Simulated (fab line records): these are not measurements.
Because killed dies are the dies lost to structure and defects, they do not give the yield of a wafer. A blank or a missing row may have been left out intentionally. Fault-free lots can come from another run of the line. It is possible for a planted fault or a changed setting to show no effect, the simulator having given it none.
fab line records -- flow gf180mcu -- part 2 of 2: steps 34 to 42 of 42
record: lots: 5, wafers: 15, last-day: 33
route steps=602 shown MIM@523 M5@526 V5@540
lots that met no fault: taken from a fault-free run of the same line
start-h: hours from the record's opening day to when the first of the lot's shown wafers began -- wait-h: hours elapsed since this lot's preceding step -- " same as the row above -- L1.1+2: one row covering several wafers at once -- - either no value or no given start -- * or withheld: withheld -- < > ~ a bound
route shown NAME@n: a module of which the file shows steps, and the number in the route of the first -- usual: mean and standard deviation over wafers with no fault -- same: alike in all rows -- chamber/n: place in a boat -- sites: readings site by site -- _std_site: standard deviation across them -- _edge_site: the outer-site mean with the inner-site mean subtracted -- radius-mm: how far each site lies from the wafer's centre -- mask NAME#n: copy n -- behind: the last tool/chamber to shape the wafer -- hold: reason for holding the lot/hours on hold/outcome of the hold -- device: transistor that didn't switch, given as n, p or np -- end of line: the route-end tests of the same wafers -- step lacking rows: just its recipe -- killed: the dies lost at the first sort to structure and to defects; this is not the yield of the wafer -- map: shows each die of a wafer: x if killed, . if not, _ if none is there
set.NAME: the setting as run; set.NAME@STEP: as run at that earlier step -- model.NAME: the simulator's own value behind a step, which no gauge read
lots at some steps of the route; a table a step, a row a wafer
services: when a tool's chamber went out of use (start-h, in hours from the record's first day, below 0 if earlier), for how many hours, and the reason
== steps ==
step: GF_V5_ETCH_16
recipe: chemistry: N2/H2, target-depth-a: withheld, overetch-a: withheld, time-s: withheld, target: BARC, ion-energy-ev: 200, source-w: 500, bias-w: 100, pressure-mtorr: 30, n2-flow-sccm: 100, h2-flow-sccm: 200
usual: drypump-motor-current-A: 5.6/0.38, oes-product-au: 0.854/0.0043, throttle-valve-pct: 13.225/0.0089
lot.wafer,tool,chamber,start-h,wait-h,drypump-motor-current-A,oes-product-au,throttle-valve-pct
L079.1,rie-diel-04,1,664.74,0.0,6.1,0.850,13.216
L079.3,rie-diel-04,0,664.74,0.0,5.7,0.854,13.237
L079.4,rie-diel-04,3,664.74,0.0,5.5,0.848,13.229
L084.2,rie-diel-01,3,701.62,0.0,5.6,0.856,13.219
L084.4,rie-diel-01,0,701.62,0.0,4.8,0.856,13.220
L084.5,rie-diel-01,1,701.62,0.0,5.4,0.855,13.214
L087.2,rie-diel-01,3,731.10,0.0,5.6,0.856,13.248
L087.3,rie-diel-01,0,731.10,0.0,4.9,0.863,13.245
L087.6,rie-diel-01,3,731.10,0.0,5.6,0.854,13.208
L089.2,rie-diel-03,0,734.42,0.0,5.8,0.861,13.224
L089.3,rie-diel-03,1,734.42,0.0,5.4,0.849,13.230
L089.6,rie-diel-03,2,734.42,0.0,6.3,0.856,13.224
L090.4,rie-diel-01,3,743.19,0.0,5.6,0.851,13.228
L090.5,rie-diel-01,3,743.19,0.0,5.6,0.853,13.237
L090.6,rie-diel-01,2,743.19,0.0,5.8,0.852,13.207
step: GF_V5_ETCH_17
recipe: chemistry: C4F8/O2/Ar, mask-material: KrF, target: SiO2, stop-on: TiN, source-w: 1500, bias-w: 1200, pressure-mtorr: 40, c4f8-flow-sccm: withheld, O2_flow_sccm: 6, Ar_flow_sccm: 300, time-s: withheld, target-depth-a: 8550
usual: oes-product-au: 0.859/0.0046
lot.wafer,tool,chamber,start-h,wait-h,oes-product-au
L079.1,rie-diel-04,1,-,-,0.859
L079.3,rie-diel-04,0,-,-,0.851
L079.4,rie-diel-04,3,-,-,0.859
L084.2,rie-diel-01,3,-,-,0.853
L084.4,rie-diel-01,0,-,-,0.858
L084.5,rie-diel-01,1,-,-,0.857
L087.2,rie-diel-01,3,-,-,0.855
L087.3,rie-diel-01,0,-,-,0.859
L087.6,rie-diel-01,3,-,-,0.862
L089.2,rie-diel-03,0,-,-,0.860
L089.3,rie-diel-03,1,-,-,0.862
L089.6,rie-diel-03,2,-,-,0.848
L090.4,rie-diel-01,3,-,-,0.857
L090.5,rie-diel-01,3,-,-,0.862
L090.6,rie-diel-01,2,-,-,0.856
step: GF_V5_STRIP_18
recipe: chemistry: O2/N2, power-w: 1400, pressure-mtorr: 1500, platen-temp-c: 250, o2-flow-sccm: 3000, n2-flow-sccm: 300, overash-fraction: 0.5
usual: drypump-motor-current-A: 6.03/0.25, heater-power-w: 312/34, oes-product-au: 0.568/0.005
lot.wafer,tool,chamber,start-h,wait-h,drypump-motor-current-A,heater-power-w,oes-product-au,rf-hours-counter-h
L079.1,plasma-asher-03,1,664.90,-,6.12,331,0.564,101
L079.3,plasma-asher-03,1,664.90,-,6.13,334,0.563,-
L079.4,plasma-asher-03,0,664.90,-,6.14,366,0.575,-
L084.2,plasma-asher-03,0,701.77,-,6.11,369,0.572,105
L084.4,plasma-asher-03,0,701.77,-,6.09,372,0.570,-
L084.5,plasma-asher-03,0,701.77,-,6.11,357,0.573,-
L087.2,plasma-asher-03,1,731.25,-,6.12,345,0.569,108
L087.3,plasma-asher-03,1,731.25,-,6.11,337,0.575,-
L087.6,plasma-asher-03,1,731.25,-,6.11,326,0.569,-
L089.2,plasma-asher-02,0,734.57,-,6.26,303,0.579,31
L089.3,plasma-asher-02,1,734.57,-,5.47,315,0.566,-
L089.6,plasma-asher-02,1,734.57,-,5.45,312,0.571,-
L090.4,plasma-asher-03,1,743.38,-,6.14,344,0.570,-
L090.5,plasma-asher-03,1,743.38,-,6.12,351,0.570,-
L090.6,plasma-asher-03,0,743.38,-,6.12,369,0.563,-
step: GF_V5_STRIP_19
recipe: chemistry: post-etch-residue-remover, time-s: 1200, temp-c: 72.5
lot.wafer,tool,chamber,start-h,wait-h
L079.1+3+4,wet-bench-03,2,665.00,0.1
L084.2+4+5,wet-bench-01,3,701.87,0.1
L087.2+3+6,wet-bench-01,0,731.35,0.1
L089.2+3+6,wet-bench-04,1,734.67,0.1
L090.4+5+6,wet-bench-01,3,743.45,0.0
step: GF_V5_CLEAN_20
recipe: chemistry: DIW, dry: n2-spin
lot.wafer,tool,chamber,start-h,wait-h
L079.1+3+4,wet-bench-01,1,665.34,0.0
L084.2+4+5,wet-bench-03,1,702.24,0.0
L087.2+3+6,wet-bench-03,3,731.70,0.0
L089.2+3+6,wet-bench-03,1,735.04,0.0
L090.4+5+6,wet-bench-03,0,743.82,0.0
step: GF_V5_SPUTTER_21
recipe: material: Ti, target-thk-nm: 15, chamber-pressure-pa: 5, power-w: 2500, substrate-temp-c: 200, time-s: 80.02
usual: cathode-dc-power-W: 2500.0/0.44, substrate-temp-c: 199.97/0.15, throttle-valve-pct: 30.3/1.3
lot.wafer,tool,chamber,start-h,wait-h,cathode-dc-power-W,substrate-temp-c,throttle-valve-pct
L079.1,pvd-sputter-03,-,665.44,0.0,2500.0,199.96,28.6
L079.3,pvd-sputter-03,-,665.44,0.0,2499.8,200.08,30.4
L079.4,pvd-sputter-03,-,665.44,0.0,2499.8,199.88,31.8
L084.2,pvd-sputter-02,-,702.34,0.0,2500.1,200.09,30.2
L084.4,pvd-sputter-02,-,702.34,0.0,2500.3,200.32,29.9
L084.5,pvd-sputter-02,-,702.34,0.0,2499.7,200.10,29.9
L087.2,pvd-sputter-02,-,731.80,0.0,2501.0,199.68,31.8
L087.3,pvd-sputter-02,-,731.80,0.0,2499.1,199.80,29.8
L087.6,pvd-sputter-02,-,731.80,0.0,2499.9,200.00,29.8
L089.2,pvd-sputter-02,-,735.15,0.0,2500.2,200.02,32.0
L089.3,pvd-sputter-02,-,735.15,0.0,2500.5,199.97,30.2
L089.6,pvd-sputter-02,-,735.15,0.0,2501.1,200.11,30.1
L090.4,pvd-sputter-04,-,743.92,0.0,2499.9,200.24,31.8
L090.5,pvd-sputter-04,-,743.92,0.0,2500.1,199.91,32.1
L090.6,pvd-sputter-04,-,743.92,0.0,2500.2,199.95,30.8
step: GF_V5_SPUTTER_22
recipe: material: TiN, target-thk-nm: 10, chamber-pressure-pa: 5, power-w: 4000, time-s: 40
usual: cathode-dc-power-W: 4000.0/0.68, throttle-valve-pct: 30.3/1.3
lot.wafer,tool,chamber,start-h,wait-h,cathode-dc-power-W,throttle-valve-pct
L079.1,pvd-sputter-03,-,665.50,0.0,4000.2,29.0
L079.3,pvd-sputter-03,-,665.50,0.0,4000.3,30.3
L079.4,pvd-sputter-03,-,665.50,0.0,3999.6,31.9
L084.2,pvd-sputter-02,-,702.40,0.0,4000.1,30.3
L084.4,pvd-sputter-02,-,702.40,0.0,4000.0,29.7
L084.5,pvd-sputter-02,-,702.40,0.0,3999.7,30.0
L087.2,pvd-sputter-02,-,731.86,0.0,3999.1,32.3
L087.3,pvd-sputter-02,-,731.86,0.0,4002.1,29.9
L087.6,pvd-sputter-02,-,731.86,0.0,3999.7,29.7
L089.2,pvd-sputter-02,-,735.21,0.0,4000.6,31.9
L089.3,pvd-sputter-02,-,735.21,0.0,3999.3,30.4
L089.6,pvd-sputter-02,-,735.21,0.0,4000.0,30.2
L090.4,pvd-sputter-04,-,743.98,0.0,4000.5,31.6
L090.5,pvd-sputter-04,-,743.98,0.0,3999.7,32.4
L090.6,pvd-sputter-04,-,743.98,0.0,4000.8,30.6
step: GF_V5_CVD_23
recipe: material: W, target-thk-nm: 350, time-s: 104.9, temp-c: 400, pressure-torr: 40
usual: heater-power-outer-w: 558/92, heater-power-w: 854/160
lot.wafer,tool,chamber,start-h,wait-h,heater-power-outer-w,heater-power-w
L079.1,cvd-w-02,1,665.54,0.0,429,668
L079.3,cvd-w-02,0,665.54,0.0,521,698
L079.4,cvd-w-02,1,665.54,0.0,422,676
L084.2,cvd-w-01,1,702.44,0.0,697,1051
L084.4,cvd-w-01,1,702.44,0.0,681,1039
L084.5,cvd-w-01,0,702.44,0.0,544,878
L087.2,cvd-w-02,0,731.90,0.0,524,731
L087.3,cvd-w-02,1,731.90,0.0,426,670
L087.6,cvd-w-02,1,731.90,0.0,406,670
L089.2,cvd-w-01,0,735.25,0.0,568,861
L089.3,cvd-w-01,1,735.25,0.0,652,1058
L089.6,cvd-w-01,1,735.25,0.0,659,1052
L090.4,cvd-w-01,0,744.06,0.1,560,878
L090.5,cvd-w-01,0,744.06,0.1,563,882
L090.6,cvd-w-01,1,744.06,0.1,680,1057
step: GF_V5_RS_MEAS_24
recipe: thk-meas-gauge: four-point-probe, reads: W_of_V5_CVD_23+TiN_of_V5_SPUTTER_22+Ti_of_V5_SPUTTER_21
usual: V5_W_RS: 0.3281/0.0028
lot.wafer,tool,chamber,start-h,wait-h,V5_W_RS[ohm/sq]
L079.1,film-metro-03,-,665.65,0.1,0.3275
L079.3,film-metro-03,-,665.65,0.1,0.3280
L079.4,film-metro-03,-,665.65,0.1,0.3277
L084.2,film-metro-01,-,702.57,0.1,0.3297
L084.4,film-metro-01,-,702.57,0.1,0.3315
L084.5,film-metro-01,-,702.57,0.1,0.3309
L087.2,film-metro-03,-,732.03,0.1,0.3241
L087.3,film-metro-03,-,732.03,0.1,0.3248
L087.6,film-metro-03,-,732.03,0.1,0.3255
L089.2,film-metro-04,-,735.39,0.1,0.3299
L089.3,film-metro-04,-,735.39,0.1,0.3313
L089.6,film-metro-04,-,735.39,0.1,0.3331
L090.4,film-metro-04,-,744.19,0.1,0.3303
L090.5,film-metro-04,-,744.19,0.1,0.3309
L090.6,film-metro-04,-,744.19,0.1,0.3335
== services ==
tool,chamber,start-h,hours,kind
rie-diel-04,0,604.87,5.7,repair
rie-diel-01,-,616.68,0.8,repair
krf-scanner-02,-,625.08,1.3,pm
rie-diel-04,-,632.36,0.3,repair
rie-diel-04,0,650.87,8.7,repair
plasma-asher-02,-,652.93,2.8,pm
krf-scanner-01,-,654.52,0.8,pm
cmp-01,-,658.66,0.8,repair
rie-diel-04,-,671.17,2.4,repair
krf-scanner-01,-,671.33,0.4,repair
wet-bench-02,-,676.89,2.4,repair
plasma-asher-01,-,676.95,0.7,repair
cvd-w-01,-,678.30,4.3,pm
krf-scanner-01,-,687.71,1.9,repair
rie-diel-04,2,693.73,6.5,repair
wet-bench-02,-,694.54,1.7,repair
cmp-01,-,694.88,0.9,repair
krf-scanner-02,-,696.75,1.0,pm
cmp-01,-,702.74,4.8,pm
krf-scanner-02,-,709.23,0.8,pm
krf-scanner-02,-,729.96,1.8,repair
plasma-asher-03,-,733.75,9.0,pm
krf-scanner-01,-,735.36,1.0,pm
wet-bench-02,-,737.44,0.7,repair
